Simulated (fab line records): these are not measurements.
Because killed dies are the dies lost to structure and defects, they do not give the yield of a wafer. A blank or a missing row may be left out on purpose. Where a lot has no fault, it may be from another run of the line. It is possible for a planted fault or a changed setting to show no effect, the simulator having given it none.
A single fault, viewed from 2 desks / flow gf180mcu / each desk holds nothing but its own numbers, with what lay behind them at the end

METROLOGY DESK
Means of the sampled wafers that have a number, per lot and without regard to the tool the lot ran on: this is what the gauges read. The brackets show how far a lot's mean lies from the usual mean; more than 4 standard deviations puts the lot out of limits, marked OUT.
Columns: A = M4_ALCU_THK at GF_M4_THK_MEAS_06, usual 445 nm; B = cd-nm at GF_V4_CD_MEAS_14, usual 259.9 nm; C = V4_W_THK at GF_V4_THK_MEAS_25, usual 357 nm
lot=L438; first seen here=day 22 09:59; A=447; B=260.2; C=350
lot=L440; first seen here=day 22 23:39; A=452; B=258.8; C=350
lot=L441; first seen here=day 23 16:23; A=437; B=259.6; C=363
lot=L442; first seen here=day 23 22:49; A=445; B=260.3; C=346
lot=L443; first seen here=day 24 02:29; A=445; B=260.9; C=348
lot=L444; first seen here=day 24 16:35; A=444; B=262.8; C=368
lot=L445; first seen here=day 25 02:27; A=445; B=259.6; C=359
lot=L450; first seen here=day 26 13:24; A=454; B=259.2; C=369
lot=L451; first seen here=day 26 22:14; A=450; B=259.2; C=362
lot=L454; first seen here=day 27 18:00; A=446; B=260.0; C=361
lot=L455; first seen here=day 27 23:17; A=449; B=263.8; C=353
lot=L456; first seen here=day 28 06:50; A=445; B=262.9; C=355
lot=L461; first seen here=day 29 22:04; A=433; B=260.0; C=364
This desk's finding: nothing out of limits on any of the 13 lots.

AT THE TOOL OWNER'S DESK: litho-track-02
The tool's own readings at GF_V4_PEB_12 (peb time 90 s): means of the sampled wafers that have a number, for each lot that ran on this tool. The brackets show how far a lot's mean lies from the usual mean; more than 4 standard deviations puts the lot out of limits, marked OUT.
Columns: A = heater-power-total-W at GF_V4_PEB_12, usual 85.70 W; B = plate-temp-C at GF_V4_PEB_12, usual 135.02 C
lot=L445; first seen here=day 26 21:27; A=85.75; B=134.87
lot=L450; first seen here=day 28 06:48; A=85.67; B=135.01
lot=L451; first seen here=day 28 15:12; A=85.70; B=134.97
lot=L455; first seen here=day 29 13:52; A=86.97 (+15) OUT; B=136.58 (+12) OUT
lot=L456; first seen here=day 29 21:25; A=86.85 (+14) OUT; B=136.31 (+9.9) OUT
This desk finds L455, L456 out of limits, L455 being first, at day 29 13:52 (heater-power-total-W at GF_V4_PEB_12). L445, L450, L451: within limits.

PUT TOGETHER
On L455, L456, at day 29 13:52, an alarm was possible from the tool owner's desk.
From the metrology desk's view, nothing was out of limits.
The metrology desk holds a record of L455, L456, inside its limits.
All the named lots went through GF_V4_PEB_12 on litho-track-02.

WHAT WAS PUT IN BY THE SIMULATOR
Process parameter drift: litho-track-02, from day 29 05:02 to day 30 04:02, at GF_V4_PEB_12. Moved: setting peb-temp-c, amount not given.
Shown lots that were struck: L455, L456.
Delay in hours, fault start to first out-of-limits reading, by desk: the tool owner's desk at 9.
